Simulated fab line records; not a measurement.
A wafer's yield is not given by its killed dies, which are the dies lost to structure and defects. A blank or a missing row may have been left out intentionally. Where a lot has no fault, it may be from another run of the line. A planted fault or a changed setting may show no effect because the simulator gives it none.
Which tool is to blame? -- flow sky130 -- Sampling: 6 lots, 18 wafers, 2 of 708 route steps

WHAT THE GAUGES READ, wafer by wafer
SKY_SONOS_TUNNEL_OVL_MEAS_08.
lot,measured,on,SONOS_TUNNEL_OVL (nm)
L884,day 11 20:17,overlay-02,0.4 0.0 -0.8
L887,day 12 22:02,overlay-01,-1.2 -3.9 -2.4
L891,day 14 07:56,overlay-02,0.4 0.1 -2.0
L897,day 16 06:12,overlay-02,0.5 1.4 -0.3
L900,day 17 03:57,overlay-01,-2.5 -0.2 -0.2
L903,day 18 07:35,overlay-02,1.1 1.1 0.2

TOOL THAT RAN EACH LOT (tool first, then ch and the chambers of the sampled wafers, then the start)
lot,SKY_NWELL_RTA_28
L884,"rtp-anneal-02 ch 0, day 5 14:50"
L887,"rtp-anneal-01 ch 0, day 6 11:19"
L891,"rtp-anneal-01 ch 0, day 7 13:30"
L897,"rtp-anneal-01 ch 0, day 9 03:46"
L900,"rtp-anneal-01 ch 0, day 9 21:07"
L903,"rtp-anneal-02 ch 0, day 10 17:53"
- SKY_NWELL_RTA_28: time 30 s.

THE ANSWER, worked out from the rows above alone
Rule: the usual values come from the lots themselves. Put in order of their means at a reading, lots are off if they are a third of the lots or fewer, leave a main group of 4 or more, and stand apart from it by a gap of 3 or more times the standard deviation of the main group's means; of several such gaps the widest counts. A main group is skipped when, at the precision printed for the reading in the tables above, its means are all equal. A lot without any number at a reading at which 4 lots or more have one is off too. Where the step has rows for the other lots, those lots are counted as sound.
Nothing can be told from this: no lot is off at any reading shown.

WHAT THE SIMULATOR PUT IN
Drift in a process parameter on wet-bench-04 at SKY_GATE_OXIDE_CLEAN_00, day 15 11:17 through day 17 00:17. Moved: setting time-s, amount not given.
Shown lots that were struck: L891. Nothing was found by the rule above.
